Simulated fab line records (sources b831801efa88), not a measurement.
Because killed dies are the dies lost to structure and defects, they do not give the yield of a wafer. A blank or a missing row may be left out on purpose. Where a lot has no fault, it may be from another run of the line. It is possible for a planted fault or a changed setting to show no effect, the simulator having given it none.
Which tool is to blame? + flow sky130 + 45 wafers from 15 lots sampled at 4 of the route's 708 steps

WHAT EACH GAUGE READ, for each wafer
SKY_VT_ADJUST_LVTN_TW_MEAS_10. Usual: for VT_ADJUST_LVTN_TW the level is 242.2 and the standard deviation is 2.1.
| lot  | measured     | on            | VT_ADJUST_LVTN_TW | flag |
|------|--------------|---------------|-------------------|------|
| L506 | day 6 15:51  | film metro-04 | 243.5 243.6 243.6 |      |
| L507 | day 6 18:47  | film metro-02 | 241.7 240.7 241.1 |      |
| L508 | day 7 01:26  | film metro-02 | 240.2 239.4 240.4 |      |
| L509 | day 7 05:46  | film metro-02 | 241.1 238.7 241.4 |      |
| L510 | day 7 10:25  | film metro-04 | 243.3 241.2 243.9 |      |
| L512 | day 7 19:56  | film metro-03 | 245.0 243.6 245.7 |      |
| L518 | day 8 15:08  | film metro-02 | 239.7 238.7 238.9 |      |
| L519 | day 8 17:39  | film metro-04 | 243.6 243.4 243.1 |      |
| L520 | day 8 20:03  | film metro-04 | 243.1 243.5 242.5 |      |
| L521 | day 8 22:48  | film metro-03 | 242.8 244.1 245.0 |      |
| L526 | day 16 11:08 | film metro-04 | 237.9 238.2 237.9 |      |
| L524 | day 16 11:29 | film metro-03 | 243.4 243.6 243.8 |      |
| L527 | day 16 12:51 | film metro-03 | 243.4 243.8 243.3 |      |
| L529 | day 16 14:00 | film metro-03 | 242.1 243.5 242.3 |      |
| L528 | day 16 14:21 | film metro-02 | 239.5 240.6 240.5 |      |

SKY_LI_CONTACT_OVL_MEAS_13. Usual: for LI_CONTACT_OVL the level is 3 nm and the standard deviation is 5.7.
| lot  | measured     | on         | LI_CONTACT_OVL (nm) | flag |
|------|--------------|------------|---------------------|------|
| L506 | day 26 21:02 | overlay-02 | 0 5 10              |      |
| L507 | day 26 21:41 | overlay-02 | -3 -9 0             |      |
| L508 | day 26 22:02 | overlay-01 | 3 5 7               |      |
| L509 | day 26 23:54 | overlay-01 | -5 1 5              |      |
| L510 | day 27 15:23 | overlay-01 | 9 7 8               |      |
| L512 | day 28 00:27 | overlay-02 | 5 -6 -2             |      |
| L518 | day 29 20:13 | overlay-02 | 6 -2 -1             |      |
| L519 | day 30 03:56 | overlay-01 | 0 4 8               |      |
| L520 | day 30 06:31 | overlay-02 | 11 -2 -2            |      |
| L521 | day 30 18:43 | overlay-01 | 17 9 10             |      |
| L526 | day 39 11:59 | overlay-02 | 5 1 11              |      |
| L524 | day 39 16:10 | overlay-01 | 14 11 5             |      |
| L527 | day 39 18:34 | overlay-01 | -6 3 0              |      |
| L529 | day 39 21:35 | overlay-01 | 0 4 -1              |      |
| L528 | day 39 19:34 | overlay-01 | 1 2 2               |      |

EACH LOT AND THE TOOL THAT RAN IT (in order: tool; ch and the chambers of the sampled wafers; start)
| lot  | SKY_LDD_P_DEVELOP_06              | SKY_SD_N_RTA_14                  |
|------|-----------------------------------|----------------------------------|
| L506 | litho track-01 ch 0, day 16 07:52 | rtp anneal-02 ch 0, day 25 14:56 |
| L507 | litho track-01 ch 0, day 16 08:10 | rtp anneal-01 ch 0, day 25 15:01 |
| L508 | litho track-02 ch 0, day 16 19:50 | rtp anneal-02 ch 0, day 25 15:06 |
| L509 | litho track-02 ch 0, day 17 03:32 | rtp anneal-01 ch 0, day 25 17:58 |
| L510 | litho track-02 ch 0, day 17 14:25 | rtp anneal-02 ch 0, day 26 08:34 |
| L512 | litho track-03 ch 0, day 18 02:50 | rtp anneal-01 ch 0, day 26 18:31 |
| L518 | litho track-01, day 20 01:23      | rtp anneal-02 ch 0, day 28 14:22 |
| L519 | litho track-03, day 20 04:56      | rtp anneal-01 ch 0, day 28 22:27 |
| L520 | litho track-03, day 20 12:32      | rtp anneal-02 ch 0, day 29 00:00 |
| L521 | litho track-01 ch 0, day 20 21:43 | rtp anneal-01 ch 0, day 29 13:09 |
| L526 | litho track-02 ch 0, day 30 06:55 | rtp anneal-01 ch 0, day 38 08:40 |
| L524 | litho track-03 ch 0, day 30 09:55 | rtp anneal-02 ch 0, day 38 12:46 |
| L527 | litho track-02 ch 0, day 30 11:01 | rtp anneal-02 ch 0, day 38 15:10 |
| L529 | litho track-03 ch 0, day 30 14:34 | rtp anneal-02 ch 0, day 38 18:31 |
| L528 | litho track-03 ch 0, day 30 11:25 | rtp anneal-01 ch 0, day 38 16:23 |
- SKY_LDD_P_DEVELOP_06: develop time 60 s.
- SKY_SD_N_RTA_14: time 2 s.

WHAT THE TOOLS THEMSELVES READ (means of the sampled wafers that have a number; where no wafer has one, the mark that the record gives instead)
SKY_LDD_P_DEVELOP_06. Usual: 23.01 C for chill plate temp C, sd 0.11.
| lot  | tool           | chill plate temp C (C) | flag |
|------|----------------|------------------------|------|
| L506 | litho track-01 | 22.97                  |      |
| L507 | litho track-01 | 23.15                  |      |
| L508 | litho track-02 | 23.07                  |      |
| L509 | litho track-02 | 22.94                  |      |
| L510 | litho track-02 | 22.91                  |      |
| L512 | litho track-03 | 23.03                  |      |
| L518 | litho track-01 | -                      | OFF  |
| L519 | litho track-03 | -                      | OFF  |
| L520 | litho track-03 | -                      | OFF  |
| L521 | litho track-01 | 22.95                  |      |
| L526 | litho track-02 | 22.96                  |      |
| L524 | litho track-03 | 23.09                  |      |
| L527 | litho track-02 | 22.92                  |      |
| L529 | litho track-03 | 22.92                  |      |
| L528 | litho track-03 | 23.04                  |      |

SKY_SD_N_RTA_14. Usual: lamp power pct 15.72 %, standard deviation 0.049; wafer_temp_C_max 1078.1, standard deviation 1.2.
| lot  | tool          | lamp power pct (%) | wafer_temp_C_max | flag |
|------|---------------|--------------------|------------------|------|
| L506 | rtp anneal-02 | 15.69              | 1078.1           |      |
| L507 | rtp anneal-01 | 15.72              | 1079.0           |      |
| L508 | rtp anneal-02 | 15.72              | 1078.3           |      |
| L509 | rtp anneal-01 | 15.72              | 1078.1           |      |
| L510 | rtp anneal-02 | 15.69              | 1077.3           |      |
| L512 | rtp anneal-01 | 15.69              | 1077.7           |      |
| L518 | rtp anneal-02 | 15.73              | 1077.2           |      |
| L519 | rtp anneal-01 | 15.74              | 1076.7           |      |
| L520 | rtp anneal-02 | 15.75              | 1078.4           |      |
| L521 | rtp anneal-01 | 15.75              | 1079.0           |      |
| L526 | rtp anneal-01 | 15.70              | 1077.6           |      |
| L524 | rtp anneal-02 | 15.71              | 1077.2           |      |
| L527 | rtp anneal-02 | 15.67              | 1079.3           |      |
| L529 | rtp anneal-02 | 15.67              | 1077.8           |      |
| L528 | rtp anneal-01 | 15.72              | 1078.5           |      |

THE ANSWER, worked out from the rows above alone
Rule: a lot is off if the mean of its wafers that have a number lies more than 3 standard deviations from the usual mean. A lot without any number at a reading at which 4 lots or more have one is off too. Any other lot the step has rows for is counted as sound. The gauges are gone through in route order, then the tools' own readings, and for those a lot's mean is taken as printed above. The first step at which some lot is off is used, and at that step the reading that is off furthest; a lot without a number counts as furthest.
Off: L518, L519, L520, at SKY_LDD_P_DEVELOP_06 (chill plate temp C). Without a number there: L518, L519, L520.
If a tool, at that step or one of the process steps before it, ran each lot that is off and ran no sound lot following the first of them, it fits. No candidate that was tried fits.

WHAT THE SIMULATOR HAD INSERTED
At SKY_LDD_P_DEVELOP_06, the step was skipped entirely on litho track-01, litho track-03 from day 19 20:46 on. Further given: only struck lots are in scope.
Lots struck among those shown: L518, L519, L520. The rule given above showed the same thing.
